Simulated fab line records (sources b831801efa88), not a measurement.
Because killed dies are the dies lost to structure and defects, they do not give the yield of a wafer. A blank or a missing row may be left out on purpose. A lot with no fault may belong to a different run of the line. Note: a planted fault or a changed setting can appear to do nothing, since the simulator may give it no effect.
fab line records	flow sky130
record: lots: 6	wafers: 18	last_day: 50
route steps=708 shown VT_ADJUST_LVTN@109 VT_ADJUST_NCORE@119 VT_ADJUST_HVTR@131 VT_ADJUST_PCH@143 SONOS_TUNNEL@166 PAD_OPEN@708
lots with no fault: from the same line, run without faults
start_h: the number of hours between the record's first day and the start of the first shown wafer of the lot	wait_h: time in hours since the lot's previous step	" the same as in the row above	L1.1+2: one row covering several wafers at once	- either no value or no given start	* or withheld: withheld	< > ~ a bound
route shown NAME@n: names a module that has steps shown in the file, with the first one's number in the route	usual: the fault-free wafers' mean and standard deviation	same: alike in all rows	chamber/n: place in a boat	sites: each site's reading	_std_site: their standard deviation	_edge_site: mean of outer sites minus mean of inner sites	radius_mm: how far each site lies from the wafer's centre	mask NAME#n: copy n	behind: the tool/chamber that last shaped the wafer	hold: the reason the lot was held/the length of the hold in hours/how it ended	device: transistor that didn't switch, given as n, p or np	end of line: the route-end tests of the same wafers	step lacking rows: just its recipe	killed: at the first sort, the dies lost to defects and structure; wafer yield is something else	map: the dies of a wafer, with x for killed, . for not killed, _ for no die there
set.NAME: the setting that was run; set.NAME@STEP: the one run at that earlier step	model.NAME: the simulator's own value behind a step, which no gauge read
lots at selected steps of the route; one table per step, one row per wafer
services: the hour from which a tool's chamber was out of use, counted from the record's first day as start_h (under 0 if before that day), plus the number of hours and why
== steps ==
step: SKY_VT_ADJUST_LVTN_HMDS_12
recipe: prime_time_s: 60	prime_temp_c: 120
step: SKY_VT_ADJUST_LVTN_COAT_13
recipe: resist: NOVOLAK	spin_rpm: 3000	resist_thk_nm: 1140
step: SKY_VT_ADJUST_LVTN_SOFTBAKE_14
recipe: temp_c: 90	time_s: 60	resist: NOVOLAK
step: SKY_VT_ADJUST_LVTN_EXPOSE_15
recipe: mask_id: HVN_STD_DERIVED	na: 0.6	source_shape: conventional	sigma_outer: 0.6	polarization: unpolarized	target_cd_nm: 600	dose_mj: 163
step: SKY_VT_ADJUST_LVTN_PEB_16
recipe: temp_c: withheld	time_s: *	resist: NOVOLAK
step: SKY_VT_ADJUST_LVTN_DEVELOP_17
recipe: resist: NOVOLAK	developer: TMAH	develop_time_s: 60	dev_temp_c: 23
step: SKY_VT_ADJUST_LVTN_OVL_MEAS_18
usual: VT_ADJUST_LVTN_01_OVL: 0.0/1.4
lot.wafer	tool	chamber	start_h	wait_h	VT_ADJUST_LVTN_01_OVL[nm]
L563.1	overlay-02	-	187.84	0.1	-0.7
L563.3	"	-	"	"	-1.6
L563.4	"	-	"	"	-1.5
L574.2	overlay-02	-	258.39	0.1	-1.2
L574.4	"	-	"	"	1.7
L574.5	"	-	"	"	-0.6
L575.2	overlay-01	-	273.66	0.1	1.9
L575.4	"	-	"	"	0.7
L575.5	"	-	"	"	0.2
L578.3	overlay-01	-	286.42	0.1	1.6
L578.5	"	-	"	"	2.1
L578.6	"	-	"	"	1.0
L579.2	overlay-01	-	296.99	0.1	0.0
L579.3	"	-	"	"	-2.0
L579.4	"	-	"	"	-1.3
L580.3	overlay-02	-	303.57	0.1	-0.6
L580.5	"	-	"	"	-3.3
L580.6	"	-	"	"	0.8
step: SKY_VT_ADJUST_LVTN_IMPLANT_19
recipe: species: B	energy_kev: 30	dose_cm2: 6.5e+11	tilt_deg: withheld
step: SKY_VT_ADJUST_LVTN_STRIP_20
recipe: chemistry: O2/N2	power_w: 1400	pressure_mtorr: 1500	platen_temp_c: withheld	o2_flow_sccm: 3000	n2_flow_sccm: 300	overash_fraction: 0.5
usual: drypump_motor_current_A: 5.7/0.45	o2_flow_sccm: 3000/9.7	oes_product_au: 0.716/0.0045	strip_time_to_endpoint_s: 14.19/0.046
lot.wafer	tool	chamber	start_h	wait_h	drypump_motor_current_A	o2_flow_sccm	oes_product_au	rf_hours_counter_h	strip_time_to_endpoint_s
L563.1	plasma_asher-03	0	188.02	0.1	5.8	2989	0.724	49	14.14
L563.3	"	1	"	"	6.7	3000	0.716	-	14.14
L563.4	"	0	"	"	5.7	2977	0.720	-	14.14
L574.2	plasma_asher-03	1	258.57	0.1	6.7	3006	0.722	56	14.14
L574.4	"	0	"	"	5.7	2997	0.717	-	14.22
L574.5	"	1	"	"	6.7	2995	0.718	-	14.17
L575.2	plasma_asher-03	1	273.84	0.1	6.7	2994	0.721	58	14.16
L575.4	"	0	"	"	5.7	3009	0.725	-	14.18
L575.5	"	1	"	"	6.7	3000	0.715	-	14.19
L578.3	plasma_asher-01	1	286.62	0.1	5.4	2985	0.714	-	14.24
L578.5	"	1	"	"	5.4	2987	0.722	-	14.25
L578.6	"	0	"	"	5.3	3004	0.714	-	14.23
L579.2	plasma_asher-01	0	297.17	0.1	5.3	2992	0.719	49	14.21
L579.3	"	1	"	"	5.5	3015	0.714	-	14.22
L579.4	"	0	"	"	5.3	2993	0.723	-	14.16
L580.3	plasma_asher-02	0	303.77	0.1	5.6	3000	0.711	-	14.21
L580.5	"	0	"	"	5.6	2991	0.716	-	14.25
L580.6	"	1	"	"	5.6	3005	0.715	-	14.19
step: SKY_VT_ADJUST_LVTN_TW_MEAS_21
usual: VT_ADJUST_LVTN_2_TW: 188.3/3
lot.wafer	tool	chamber	start_h	wait_h	VT_ADJUST_LVTN_2_TW
L563.1	film_metro-01	-	188.12	0.1	189.3
L563.3	"	-	"	"	187.6
L563.4	"	-	"	"	188.7
L574.2	film_metro-01	-	258.68	0.1	187.1
L574.4	"	-	"	"	185.9
L574.5	"	-	"	"	186.6
L575.2	film_metro-01	-	273.95	0.1	188.5
L575.4	"	-	"	"	187.5
L575.5	"	-	"	"	187.5
L578.3	film_metro-04	-	286.71	0.1	189.7
L578.5	"	-	"	"	191.0
L578.6	"	-	"	"	191.6
L579.2	film_metro-04	-	297.28	0.1	190.3
L579.3	"	-	"	"	190.4
L579.4	"	-	"	"	190.3
L580.3	film_metro-04	-	303.86	0.1	189.9
L580.5	"	-	"	"	191.5
L580.6	"	-	"	"	191.0
step: SKY_VT_ADJUST_NCORE_DEHYDRATE_00
recipe: temp_c: 200	time_s: 60
step: SKY_VT_ADJUST_NCORE_HMDS_01
recipe: prime_time_s: 60	prime_temp_c: 120
step: SKY_VT_ADJUST_NCORE_COAT_02
recipe: resist: NOVOLAK	spin_rpm: 3000	resist_thk_nm: 1140
usual: chill_plate_temp_C: 22.98/0.088	dispense_pressure_kPa: 51.4/1.6
lot.wafer	tool	chamber	start_h	wait_h	chill_plate_temp_C	dispense_pressure_kPa
L563.1	litho_track-01	0	198.54	0.1	22.98	53.7
L563.3	"	0	"	"	22.86	53.6
L563.4	"	0	"	"	22.87	53.7
L574.2	litho_track-02	-	270.41	0.1	-	-
L574.4	"	-	"	"	-	-
L574.5	"	-	"	"	-	-
L575.2	litho_track-03	-	285.48	0.1	-	-
L575.4	"	-	"	"	-	-
L575.5	"	-	"	"	-	-
L578.3	litho_track-03	0	298.85	0.1	23.01	51.0
L578.5	"	0	"	"	23.01	51.1
L578.6	"	0	"	"	23.11	51.0
L579.2	litho_track-03	0	309.43	0.1	22.92	51.0
L579.3	"	0	"	"	22.92	51.0
L579.4	"	0	"	"	22.94	51.0
L580.3	litho_track-03	0	315.95	0.1	23.08	51.0
L580.5	"	0	"	"	23.03	51.0
L580.6	"	0	"	"	23.00	51.0
step: SKY_VT_ADJUST_NCORE_SOFTBAKE_03
recipe: temp_c: 90	time_s: 60	resist: NOVOLAK
step: SKY_VT_ADJUST_NCORE_EXPOSE_04
recipe: mask_id: LVTN_COMPLEMENT_THIN	na: 0.6	source_shape: conventional	sigma_outer: 0.6	polarization: unpolarized	target_cd_nm: 380	dose_mj: 139
step: SKY_VT_ADJUST_NCORE_PEB_05
recipe: temp_c: withheld	time_s: *	resist: NOVOLAK
step: SKY_VT_ADJUST_NCORE_DEVELOP_06
recipe: resist: NOVOLAK	developer: TMAH	develop_time_s: 60	dev_temp_c: 23
step: SKY_VT_ADJUST_NCORE_CD_MEAS_07
recipe: target_cd_nm: 380
usual: cd_nm: 379.3/2.9
lot.wafer	tool	chamber	start_h	wait_h	cd_nm
L563.1	cd_sem-02	-	209.45	0.1	381.9
L563.3	"	-	"	"	382.7
L563.4	"	-	"	"	379.7
L574.2	cd_sem-01	-	282.72	0.1	-
L574.4	"	-	"	"	-
L574.5	"	-	"	"	-
L575.2	cd_sem-02	-	297.96	0.1	-
L575.4	"	-	"	"	-
L575.5	"	-	"	"	-
L578.3	cd_sem-02	-	311.43	0.1	376.6
L578.5	"	-	"	"	375.2
L578.6	"	-	"	"	375.5
L579.2	cd_sem-02	-	323.31	0.1	380.4
L579.3	"	-	"	"	381.3
L579.4	"	-	"	"	381.6
L580.3	cd_sem-01	-	330.08	0.1	375.9
L580.5	"	-	"	"	375.0
L580.6	"	-	"	"	374.7
step: SKY_VT_ADJUST_NCORE_OVL_MEAS_08
usual: VT_ADJUST_NCORE_OVL: 0.4/1.2
lot.wafer	tool	chamber	start_h	wait_h	VT_ADJUST_NCORE_OVL[nm]
L563.1	overlay-02	-	209.57	0.1	-2.0
L563.3	"	-	"	"	0.5
L563.4	"	-	"	"	-0.6
L574.2	overlay-01	-	282.83	0.1	-
L574.4	"	-	"	"	-
L574.5	"	-	"	"	-
L575.2	overlay-01	-	298.06	0.1	-
L575.4	"	-	"	"	-
L575.5	"	-	"	"	-
L578.3	overlay-02	-	311.52	0.1	1.0
L578.5	"	-	"	"	0.6
L578.6	"	-	"	"	-0.7
L579.2	overlay-02	-	323.41	0.1	-0.2
L579.3	"	-	"	"	-0.8
L579.4	"	-	"	"	-1.6
L580.3	overlay-02	-	330.17	0.1	-1.4
L580.5	"	-	"	"	-2.2
L580.6	"	-	"	"	0.0
step: SKY_VT_ADJUST_NCORE_IMPLANT_09
recipe: species: B	energy_kev: 10	dose_cm2: 2.4e+12	tilt_deg: withheld
step: SKY_VT_ADJUST_NCORE_STRIP_10
recipe: chemistry: O2/N2	power_w: 1400	pressure_mtorr: 1500	platen_temp_c: withheld	o2_flow_sccm: 3000	n2_flow_sccm: 300	overash_fraction: 0.5
usual: drypump_motor_current_A: 6.1/0.47	o2_flow_sccm: 2999/9.5	oes_product_au: 0.716/0.0047	strip_time_to_endpoint_s: 14.18/0.042
lot.wafer	tool	chamber	start_h	wait_h	drypump_motor_current_A	o2_flow_sccm	oes_product_au	rf_hours_counter_h	strip_time_to_endpoint_s
L563.1	plasma_asher-03	1	209.76	0.1	6.7	2998	0.716	51	14.19
L563.3	"	0	"	"	5.7	2988	0.723	-	14.17
L563.4	"	1	"	"	6.7	2981	0.721	-	14.17
L574.2	plasma_asher-04	0	283.01	0.1	6.2	3011	-	58	-
L574.4	"	1	"	"	6.3	2993	-	-	-
L574.5	"	1	"	"	6.3	3005	-	-	-
L575.2	plasma_asher-03	1	298.24	0.1	6.7	2997	-	60	-
L575.4	"	1	"	"	6.7	3000	-	-	-
L575.5	"	1	"	"	6.7	2982	-	-	-
L578.3	plasma_asher-03	1	311.73	0.1	6.7	3005	0.709	-	14.18
L578.5	"	0	"	"	5.7	2999	0.711	-	14.17
L578.6	"	1	"	"	6.7	2995	0.721	-	14.17
L579.2	plasma_asher-04	1	323.59	0.1	6.3	2993	0.722	62	14.26
L579.3	"	0	"	"	6.2	3004	0.717	-	14.20
L579.4	"	1	"	"	6.3	2991	0.716	-	14.25
L580.3	plasma_asher-03	1	330.38	0.1	6.7	2998	0.724	-	14.29
L580.5	"	0	"	"	5.7	3018	0.715	-	14.22
L580.6	"	1	"	"	6.7	3001	0.717	-	14.25
step: SKY_VT_ADJUST_NCORE_TW_MEAS_11
usual: VT_ADJUST_NCORE_TW: 220.2/2.5
lot.wafer	tool	chamber	start_h	wait_h	VT_ADJUST_NCORE_TW
L563.1	film_metro-04	-	209.86	0.1	224.4
L563.3	"	-	"	"	224.2
L563.4	"	-	"	"	225.0
L574.2	film_metro-04	-	283.12	0.1	222.0
L574.4	"	-	"	"	223.0
L574.5	"	-	"	"	223.2
L575.2	film_metro-02	-	298.35	0.1	218.0
L575.4	"	-	"	"	218.3
L575.5	"	-	"	"	218.5
L578.3	film_metro-01	-	311.81	0.1	219.9
L578.5	"	-	"	"	220.2
L578.6	"	-	"	"	220.0
L579.2	film_metro-02	-	323.70	0.1	217.2
L579.3	"	-	"	"	217.5
L579.4	"	-	"	"	216.9
L580.3	film_metro-02	-	330.46	0.1	218.1
L580.5	"	-	"	"	218.3
L580.6	"	-	"	"	217.5
step: SKY_VT_ADJUST_HVTR_DEHYDRATE_00
recipe: temp_c: 200	time_s: 60
step: SKY_VT_ADJUST_HVTR_HMDS_01
recipe: prime_time_s: 60	prime_temp_c: 120
step: SKY_VT_ADJUST_HVTR_COAT_02
recipe: resist: NOVOLAK	spin_rpm: 3000	resist_thk_nm: 1140
step: SKY_VT_ADJUST_HVTR_SOFTBAKE_03
recipe: temp_c: 89.22	time_s: 60	resist: NOVOLAK
step: SKY_VT_ADJUST_HVTR_EXPOSE_04
recipe: mask_id: HVTRM	target_cd_nm: 380	na: 0.6	source_shape: conventional	sigma_outer: 0.6	dose_mj: 150
step: SKY_VT_ADJUST_HVTR_PEB_05
recipe: temp_c: withheld	time_s: *	resist: NOVOLAK
step: SKY_VT_ADJUST_HVTR_DEVELOP_06
recipe: develop_time_s: 60	dev_temp_c: 23
step: SKY_VT_ADJUST_HVTR_CD_MEAS_07
recipe: target_cd_nm: 380
usual: cd_nm: 379.6/2.6
lot.wafer	tool	chamber	start_h	wait_h	cd_nm
L563.1	cd_sem-01	-	232.40	0.1	379.8
L563.3	"	-	"	"	379.1
L563.4	"	-	"	"	378.7
L574.2	cd_sem-01	-	307.81	0.1	383.0
L574.4	"	-	"	"	383.6
L574.5	"	-	"	"	382.1
L575.2	cd_sem-02	-	323.96	0.1	379.9
L575.4	"	-	"	"	383.0
L575.5	"	-	"	"	382.3
L578.3	cd_sem-01	-	337.59	0.1	377.5
L578.5	"	-	"	"	377.3
L578.6	"	-	"	"	377.4
L579.2	cd_sem-01	-	349.65	0.1	382.4
L579.3	"	-	"	"	383.7
L579.4	"	-	"	"	383.8
L580.3	cd_sem-02	-	357.59	0.1	380.9
L580.5	"	-	"	"	378.8
L580.6	"	-	"	"	380.7
step: SKY_VT_ADJUST_HVTR_OVL_MEAS_08
usual: VT_ADJUST_HVTR_OVL: -0.6/1.3
lot.wafer	tool	chamber	start_h	wait_h	VT_ADJUST_HVTR_OVL[nm]
L563.1	overlay-01	-	232.52	0.1	0.4
L563.3	"	-	"	"	-0.6
L563.4	"	-	"	"	-0.4
L574.2	overlay-01	-	307.91	0.1	-0.1
L574.4	"	-	"	"	0.3
L574.5	"	-	"	"	0.8
L575.2	overlay-02	-	324.06	0.1	-1.2
L575.4	"	-	"	"	-1.3
L575.5	"	-	"	"	-1.2
L578.3	overlay-01	-	337.69	0.1	2.8
L578.5	"	-	"	"	0.8
L578.6	"	-	"	"	0.4
L579.2	overlay-01	-	349.76	0.1	1.1
L579.3	"	-	"	"	0.8
L579.4	"	-	"	"	-0.5
L580.3	overlay-02	-	357.69	0.1	-0.1
L580.5	"	-	"	"	-2.4
L580.6	"	-	"	"	-2.2
step: SKY_VT_ADJUST_HVTR_IMPLANT_09
recipe: species: B	energy_kev: 10	dose_cm2: 2.1e+12	tilt_deg: withheld
step: SKY_VT_ADJUST_HVTR_STRIP_10
recipe: chemistry: O2/N2	power_w: 1400	pressure_mtorr: 1500	platen_temp_c: withheld	o2_flow_sccm: 3000	n2_flow_sccm: 300	overash_fraction: 0.5
usual: drypump_motor_current_A: 5.8/0.46	o2_flow_sccm: 3000/8.9	oes_product_au: 0.715/0.0043	strip_time_to_endpoint_s: 14.22/0.043
lot.wafer	tool	chamber	start_h	wait_h	drypump_motor_current_A	o2_flow_sccm	oes_product_au	rf_hours_counter_h	strip_time_to_endpoint_s
L563.1	plasma_asher-01	0	232.71	0.1	5.3	2997	0.723	43	14.17
L563.3	"	0	"	"	5.3	3003	0.714	-	14.17
L563.4	"	1	"	"	5.4	2982	0.714	-	14.18
L574.2	plasma_asher-04	0	308.09	0.1	6.3	3000	0.722	60	14.21
L574.4	"	1	"	"	6.3	2997	0.711	-	14.22
L574.5	"	1	"	"	6.3	3002	0.717	-	14.23
L575.2	plasma_asher-04	0	324.24	0.1	6.2	3020	0.714	62	14.28
L575.4	"	0	"	"	6.2	3020	0.716	-	14.26
L575.5	"	1	"	"	6.3	2998	0.725	-	14.29
L578.3	plasma_asher-04	1	337.89	0.1	6.3	2996	0.707	-	14.21
L578.5	"	1	"	"	6.3	3018	0.719	-	14.20
L578.6	"	0	"	"	6.2	2993	0.711	-	14.17
L579.2	plasma_asher-01	0	349.94	0.1	5.3	3015	0.717	55	14.21
L579.3	"	1	"	"	5.4	3002	0.719	-	14.21
L579.4	"	0	"	"	5.3	2999	0.712	-	14.20
L580.3	plasma_asher-01	1	357.89	0.1	5.4	2994	0.724	-	14.17
L580.5	"	1	"	"	5.4	2992	0.712	-	14.10
L580.6	"	0	"	"	5.3	3002	0.719	-	14.12
step: SKY_VT_ADJUST_HVTR_TW_MEAS_11
usual: VT_ADJUST_HVTR_TW: 209.4/1.9
lot.wafer	tool	chamber	start_h	wait_h	VT_ADJUST_HVTR_TW
L563.1	film_metro-03	-	232.81	0.1	207.9
L563.3	"	-	"	"	206.9
L563.4	"	-	"	"	207.1
L574.2	film_metro-01	-	308.20	0.1	263.4
L574.4	"	-	"	"	264.5
L574.5	"	-	"	"	263.2
L575.2	film_metro-01	-	324.35	0.1	261.1
L575.4	"	-	"	"	260.2
L575.5	"	-	"	"	262.0
L578.3	film_metro-03	-	337.98	0.1	207.2
L578.5	"	-	"	"	207.0
L578.6	"	-	"	"	207.6
L579.2	film_metro-01	-	350.05	0.1	210.6
L579.3	"	-	"	"	210.1
L579.4	"	-	"	"	210.4
L580.3	film_metro-03	-	357.98	0.1	206.9
L580.5	"	-	"	"	206.2
L580.6	"	-	"	"	206.6
step: SKY_VT_ADJUST_PCH_DEHYDRATE_00
recipe: temp_c: 200	time_s: 60
step: SKY_VT_ADJUST_PCH_HMDS_01
recipe: prime_time_s: 60	prime_temp_c: 120
step: SKY_VT_ADJUST_PCH_COAT_02
recipe: spin_rpm: 2000	resist_thk_nm: 3000
step: SKY_VT_ADJUST_PCH_SOFTBAKE_03
recipe: temp_c: 109.4	time_s: withheld
step: SKY_VT_ADJUST_PCH_EXPOSE_04
recipe: mask_id: NWM	na: 0.6	source_shape: conventional	sigma_outer: 0.6	polarization: unpolarized	target_cd_nm: 840	dose_mj: 255
step: SKY_VT_ADJUST_PCH_PEB_05
recipe: temp_c: 115	time_s: withheld
step: SKY_VT_ADJUST_PCH_DEVELOP_06
recipe: wall_angle_deg: 90	developer: TMAH	develop_time_s: 60	dev_temp_c: 23
step: SKY_VT_ADJUST_PCH_OVL_MEAS_07
usual: VT_ADJUST_PCH_OVL: 0.7/1.6
lot.wafer	tool	chamber	start_h	wait_h	VT_ADJUST_PCH_OVL[nm]
L563.1	overlay-02	-	256.79	-	-0.2
L563.3	"	-	"	"	0.5
L563.4	"	-	"	"	-1.0
L574.2	overlay-02	-	334.40	-	-0.8
L574.4	"	-	"	"	0.0
L574.5	"	-	"	"	-1.5
L575.2	overlay-01	-	351.09	-	-0.4
L575.4	"	-	"	"	1.0
L575.5	"	-	"	"	-0.4
L578.3	overlay-01	-	366.15	-	2.5
L578.5	"	-	"	"	1.7
L578.6	"	-	"	"	1.6
L579.2	overlay-02	-	377.79	-	1.0
L579.3	"	-	"	"	0.3
L579.4	"	-	"	"	0.5
L580.3	overlay-02	-	385.10	-	-1.4
L580.5	"	-	"	"	-4.1
L580.6	"	-	"	"	-4.6
step: SKY_VT_ADJUST_PCH_TW_MEAS_10
usual: VT_ADJUST_PCH_TW: 142.8/2.1
lot.wafer	tool	chamber	start_h	wait_h	VT_ADJUST_PCH_TW
L563.1	film_metro-04	-	257.07	0.1	145.8
L563.3	"	-	"	"	145.9
L563.4	"	-	"	"	146.1
L574.2	film_metro-04	-	334.69	0.1	234.1
L574.4	"	-	"	"	234.8
L574.5	"	-	"	"	235.4
L575.2	film_metro-02	-	351.38	0.1	228.9
L575.4	"	-	"	"	231.7
L575.5	"	-	"	"	230.8
L578.3	film_metro-02	-	366.44	0.1	142.4
L578.5	"	-	"	"	143.0
L578.6	"	-	"	"	142.8
L579.2	film_metro-02	-	378.08	0.1	143.5
L579.3	"	-	"	"	142.8
L579.4	"	-	"	"	143.3
L580.3	film_metro-04	-	385.39	0.1	144.3
L580.5	"	-	"	"	144.5
L580.6	"	-	"	"	143.2
step: SKY_SONOS_TUNNEL_TW_MEAS_12
usual: SONOS_TUNNEL_TW: 195.6/2.7
lot.wafer	tool	chamber	start_h	wait_h	SONOS_TUNNEL_TW
L563.1	film_metro-04	-	281.52	0.0	198.2
L563.3	"	-	"	"	198.9
L563.4	"	-	"	"	199.9
L574.2	film_metro-03	-	363.17	0.0	250.8
L574.4	"	-	"	"	250.9
L574.5	"	-	"	"	250.4
L575.2	film_metro-01	-	380.28	0.0	253.7
L575.4	"	-	"	"	253.2
L575.5	"	-	"	"	251.7
L578.3	film_metro-01	-	396.30	0.0	197.1
L578.5	"	-	"	"	196.4
L578.6	"	-	"	"	196.5
L579.2	film_metro-01	-	408.25	0.0	195.9
L579.3	"	-	"	"	196.8
L579.4	"	-	"	"	196.8
L580.3	film_metro-01	-	415.39	0.0	195.7
L580.5	"	-	"	"	195.9
L580.6	"	-	"	"	196.2
step: SKY_PAD_OPEN_PROBE_99
usual: killed_at_M0_to_M3: 42/7	killed_at_M4_up: 3.2/1.6	killed_at_contacts: 24/5.8	killed_at_front_end: 16/4.3	killed_at_other: 0.3/0.62	killed_dies: 86/9.5	killed_on_rim: 17/3.7	killed_open: 46/6.4	killed_short: 39/6.3
same: gross_dies: 492	killed_at_back_side: 0
lot.wafer	tool	chamber	start_h	wait_h	killed_at_M0_to_M3	killed_at_M4_up	killed_at_contacts	killed_at_front_end	killed_at_other	killed_dies	killed_on_rim	killed_open	killed_short
L574.2	prober-02	-	1160.31	0.1	32	5	41	413	1	492	96	45	44
L574.4	prober-02	-	1160.41	0.2	50	3	25	414	0	492	96	52	38
L574.5	prober-02	-	1160.46	0.2	44	0	36	412	0	492	96	55	38
L575.2	prober-01	-	1171.91	0.1	41	4	31	416	0	492	96	57	36
L575.4	prober-01	-	1172.01	0.2	56	2	23	411	0	492	96	48	51
L575.5	prober-01	-	1172.06	0.2	32	4	35	420	1	492	96	49	40
L578.3	prober-02	-	1183.42	0.2	54	3	20	15	0	92	15	51	41
L578.6	prober-02	-	1183.57	0.2	37	5	19	13	0	74	18	46	28
L579.2	prober-01	-	1187.22	0.1	41	2	21	12	0	76	16	49	27
L579.3	prober-01	-	1187.27	0.2	40	4	29	23	0	96	27	47	49
L579.4	prober-01	-	1187.32	0.2	43	4	31	17	2	97	19	47	50
killed by level:class
L574.2 VT_ADJUST_NCORE:area_expose=399 CONTACT:geometric_particle:open=17 CONTACT:geometric_particle:short=8 VIA1:geometric_particle:short=8 VIA1:geometric_particle:open=6 LOCAL_INTERCONNECT:geometric_particle:short=5 VIA3:geometric_particle:open=5 LI_CONTACT:geometric_particle:open=4
L574.4 VT_ADJUST_NCORE:area_expose=399 VIA1:geometric_particle:open=16 CONTACT:geometric_particle:open=10 METAL1:geometric_particle:short=8 POLY_GATE:geometric_particle:open=5 VIA2:geometric_particle:open=5 VIA3:geometric_particle:open=5 LI_CONTACT:geometric_particle:short=4
L574.5 VT_ADJUST_NCORE:area_expose=396 VIA1:geometric_particle:open=11 CONTACT:geometric_particle:open=9 CONTACT:geometric_particle:short=9 VIA3:geometric_particle:open=9 LI_CONTACT:geometric_particle:open=8 VIA2:geometric_particle:open=8 METAL2:geometric_particle:short=6
L575.2 VT_ADJUST_NCORE:area_expose=399 CONTACT:geometric_particle:open=14 VIA1:geometric_particle:open=13 FIELD_ISO:geometric_particle:open=6 VIA3:geometric_particle:open=6 LI_CONTACT:geometric_particle:open=5 LOCAL_INTERCONNECT:geometric_particle:short=5 LI_CONTACT:geometric_particle:short=4
L575.4 VT_ADJUST_NCORE:area_expose=393 VIA1:geometric_particle:open=11 METAL1:geometric_particle:short=10 METAL2:geometric_particle:short=10 CONTACT:geometric_particle:open=8 VIA3:geometric_particle:open=7 CONTACT:geometric_particle:short=6 LI_CONTACT:geometric_particle:open=6
L575.5 VT_ADJUST_NCORE:area_expose=403 CONTACT:geometric_particle:open=17 VIA1:geometric_particle:open=8 FIELD_ISO:geometric_particle:open=6 FIELD_ISO:geometric_particle:short=6 LOCAL_INTERCONNECT:geometric_particle:short=6 LI_CONTACT:geometric_particle:open=6 METAL2:geometric_particle:short=6
L578.3 CONTACT:geometric_particle:open=14 VIA2:geometric_particle:open=11 VIA1:geometric_particle:open=9 METAL1:geometric_particle:short=8 METAL2:geometric_particle:short=6 FIELD_ISO:geometric_particle:short=5 VIA3:geometric_particle:open=5 CONTACT:geometric_particle:short=4
L578.6 VIA1:geometric_particle:open=12 CONTACT:geometric_particle:open=11 FIELD_ISO:geometric_particle:open=5 METAL1:geometric_particle:short=5 VIA2:geometric_particle:open=5 METAL4:geometric_particle:short=4 VIA3:geometric_particle:open=4 POLY_GATE:geometric_particle:short=3
L579.2 VIA1:geometric_particle:open=12 CONTACT:geometric_particle:open=10 VIA3:geometric_particle:open=6 LI_CONTACT:geometric_particle:open=5 VIA2:geometric_particle:open=5 FIELD_ISO:geometric_particle:short=4 METAL1:geometric_particle:short=4 METAL2:geometric_particle:short=4
L579.3 VIA1:geometric_particle:open=12 CONTACT:geometric_particle:open=9 FIELD_ISO:geometric_particle:open=7 CONTACT:geometric_particle:short=7 POLY_GATE:geometric_particle:short=6 LI_CONTACT:geometric_particle:short=6 VIA1:geometric_particle:short=6 VIA3:geometric_particle:open=5
L579.4 CONTACT:geometric_particle:open=9 VIA1:geometric_particle:open=9 CONTACT:geometric_particle:short=8 VIA3:geometric_particle:open=7 LI_CONTACT:geometric_particle:open=5 FIELD_ISO:geometric_particle:short=5 LI_CONTACT:geometric_particle:short=5 METAL1:geometric_particle:short=5
map L574.2 (x killed, . not)
__________xxxxxxxxxx_________
________xxxxxxxxxxxxxx_______
______xxxxxxxxxxxxxxxxxx_____
_____xxxxxxxxxxxxxxxxxxxx____
____xxxxxxxxxxxxxxxxxxxxxx___
___xxxxxxxxxxxxxxxxxxxxxxxx__
__xxxxxxxxxxxxxxxxxxxxxxxxxx_
_xxxxxxxxxxxxxxxxxxxxxxxxxxxx
_xxxxxxxxxxxxxxxxxxxxxxxxxxxx
_xxxxxxxxxxxxxxxxxxxxxxxxxxxx
_xxxxxxxxxxxxxxxxxxxxxxxxxxxx
_xxxxxxxxxxxxxxxxxxxxxxxxxxxx
_xxxxxxxxxxxxxxxxxxxxxxxxxxxx
_xxxxxxxxxxxxxxxxxxxxxxxxxxxx
_xxxxxxxxxxxxxxxxxxxxxxxxxxxx
__xxxxxxxxxxxxxxxxxxxxxxxxxx_
___xxxxxxxxxxxxxxxxxxxxxxxx__
____xxxxxxxxxxxxxxxxxxxxxx___
_____xxxxxxxxxxxxxxxxxxxx____
______xxxxxxxxxxxxxxxxxx_____
________xxxxxxxxxxxxxx_______
__________xxxxxxxxxx_________
map L575.2 (x killed, . not)
__________xxxxxxxxxx_________
________xxxxxxxxxxxxxx_______
______xxxxxxxxxxxxxxxxxx_____
_____xxxxxxxxxxxxxxxxxxxx____
____xxxxxxxxxxxxxxxxxxxxxx___
___xxxxxxxxxxxxxxxxxxxxxxxx__
__xxxxxxxxxxxxxxxxxxxxxxxxxx_
_xxxxxxxxxxxxxxxxxxxxxxxxxxxx
_xxxxxxxxxxxxxxxxxxxxxxxxxxxx
_xxxxxxxxxxxxxxxxxxxxxxxxxxxx
_xxxxxxxxxxxxxxxxxxxxxxxxxxxx
_xxxxxxxxxxxxxxxxxxxxxxxxxxxx
_xxxxxxxxxxxxxxxxxxxxxxxxxxxx
_xxxxxxxxxxxxxxxxxxxxxxxxxxxx
_xxxxxxxxxxxxxxxxxxxxxxxxxxxx
__xxxxxxxxxxxxxxxxxxxxxxxxxx_
___xxxxxxxxxxxxxxxxxxxxxxxx__
____xxxxxxxxxxxxxxxxxxxxxx___
_____xxxxxxxxxxxxxxxxxxxx____
______xxxxxxxxxxxxxxxxxx_____
________xxxxxxxxxxxxxx_______
__________xxxxxxxxxx_________
== services ==
tool	chamber	start_h	hours	kind
plasma_asher-01	-	197.43	0.6	repair
plasma_asher-04	-	221.81	3.4	repair
plasma_asher-04	-	254.66	2.0	repair
plasma_asher-01	-	311.64	1.0	repair
plasma_asher-02	-	317.39	109.0	repair
== key ==
first_sign: step: SKY_VT_ADJUST_NCORE_COAT_02	reading: tool_record	direction: missing
effect: step: SKY_VT_ADJUST_NCORE_CD_MEAS_07	reading: cd_nm	direction: missing
effect: step: SKY_VT_ADJUST_NCORE_OVL_MEAS_08	reading: VT_ADJUST_NCORE_OVL	direction: missing
effect: step: SKY_VT_ADJUST_HVTR_TW_MEAS_11	reading: VT_ADJUST_HVTR_TW	direction: up	sigmas: 29	usual: 209.4	struck: 262.4
effect: step: SKY_VT_ADJUST_PCH_TW_MEAS_10	reading: VT_ADJUST_PCH_TW	direction: up	sigmas: 42	usual: 142.8	struck: 232.6
effect: step: SKY_SONOS_TUNNEL_TW_MEAS_12	reading: SONOS_TUNNEL_TW	direction: up	sigmas: 20	usual: 195.6	struck: 251.8
effect: step: SKY_PAD_OPEN_PROBE_99	reading: killed_at_front_end	direction: up	sigmas: 93	usual: 16	struck: 414
more_kills_born_at: SKY_VT_ADJUST_NCORE_EXPOSE_04@iline_stepper-01: 2389
met_at SKY_VT_ADJUST_NCORE_COAT_02
struck_wafers L574.2,L574.4,L574.5,L575.2,L575.4,L575.5
tester_left_out L574,L575
fault: kind: skipped_step_whole	tool: litho_track-02,litho_track-03	chamber: -	onset_h: 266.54	steps: SKY_VT_ADJUST_NCORE_COAT_02	scope: struck_lots_only
tester_left_out: of these lots the tester's yield and bins aren't shown, on N5 and GAA mostly nor the transistor test; their killed dies are dies lost to structure and defects alone, not to doping, threshold or leakage, so they don't give the yield
